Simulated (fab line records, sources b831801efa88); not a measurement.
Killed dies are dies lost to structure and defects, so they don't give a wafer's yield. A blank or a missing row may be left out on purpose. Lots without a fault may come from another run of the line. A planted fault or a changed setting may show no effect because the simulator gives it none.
Chamber matching | flow gf180mcu | GF_V5_CMP_04 on cmp-01: 4 sister chambers
The step polishes SiO2. 16 wafers are shown with their chamber, then 8 later ones without.

WAFERS WITH THEIR CHAMBER
wafer  | chamber | motor_current_A (A) | platen_rpm (rpm) | slurry_filter_dp_kPa (kPa)
L074.4 | 1       | 11.8                | 59.97            | 13.53
L074.5 | 1       | 12.3                | 59.95            | 13.55
L074.6 | 2       | 12.3                | 60.03            | 13.53
L075.1 | 1       | 11.6                | 60.04            | 13.33
L075.2 | 3       | 15.0                | 60.00            | 13.50
L075.4 | 0       | 10.7                | 60.04            | 13.38
L078.1 | 2       | 12.4                | 60.00            | 13.43
L078.4 | 1       | 11.4                | 59.97            | 13.31
L078.5 | 3       | 14.0                | 60.06            | 13.56
L081.1 | 0       | 9.9                 | 60.04            | 13.37
L081.2 | 1       | 11.9                | 59.93            | 13.41
L081.4 | 3       | 14.4                | 59.99            | 13.53
L082.2 | 0       | 11.0                | 60.03            | 13.47
L082.3 | 2       | 13.2                | 60.04            | 13.55
L082.4 | 1       | 11.0                | 59.94            | 13.70
L085.2 | 0       | 10.2                | 60.01            | 13.39

SIGNATURES (means of the wafers above)
reading              | chamber 0 | chamber 1 | chamber 2 | chamber 3 | scatter within a chamber
motor_current_A      | 10.450    | 11.667    | 12.633    | 14.467    | 0.476
platen_rpm           | 60.0300   | 59.9667   | 60.0233   | 60.0167   | 0.0317
slurry_filter_dp_kPa | 13.4025   | 13.4717   | 13.5033   | 13.5300   | 0.103
Rule: a wafer's distance from a chamber is the root of the sum, over the readings, of the square of ((its reading less the chamber's mean) divided by the reading's scatter). The wafer belongs to the nearest chamber; if the next one is less than 2 further off, it can't be placed. The scatter: the root of (the sum of the squares of (reading less its chamber's mean) over the shown wafers, divided by (wafers less chambers)).

WAFERS WITHOUT THEIR CHAMBER
wafer  | motor_current_A (A) | platen_rpm (rpm) | slurry_filter_dp_kPa (kPa)
L085.5 | 13.0                | 60.02            | 13.57
L085.6 | 14.0                | 60.04            | 13.36
L092.1 | 10.1                | 60.02            | 13.50
L092.5 | 11.7                | 59.94            | 13.80
L092.6 | 12.2                | 60.07            | 13.47
L095.1 | 14.2                | 60.05            | 13.54
L095.4 | 10.5                | 60.04            | 13.54
L095.5 | 12.9                | 60.05            | 13.36

WHICH CHAMBER EACH WENT THROUGH
wafer  | from the rows above     | in truth
L085.5 | 2                       | 2
L085.6 | can't be placed: 3 or 2 | 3
L092.1 | 0                       | 0
L092.5 | can't be placed: 1 or 2 | 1
L092.6 | can't be placed: 2 or 1 | 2
L095.1 | 3                       | 3
L095.4 | 0                       | 0
L095.5 | 2                       | 2
Placed correctly: 5 of 8. Can't be placed from these rows: 3 (the true chamber is among the candidates in 3). Placed wrongly: 0.
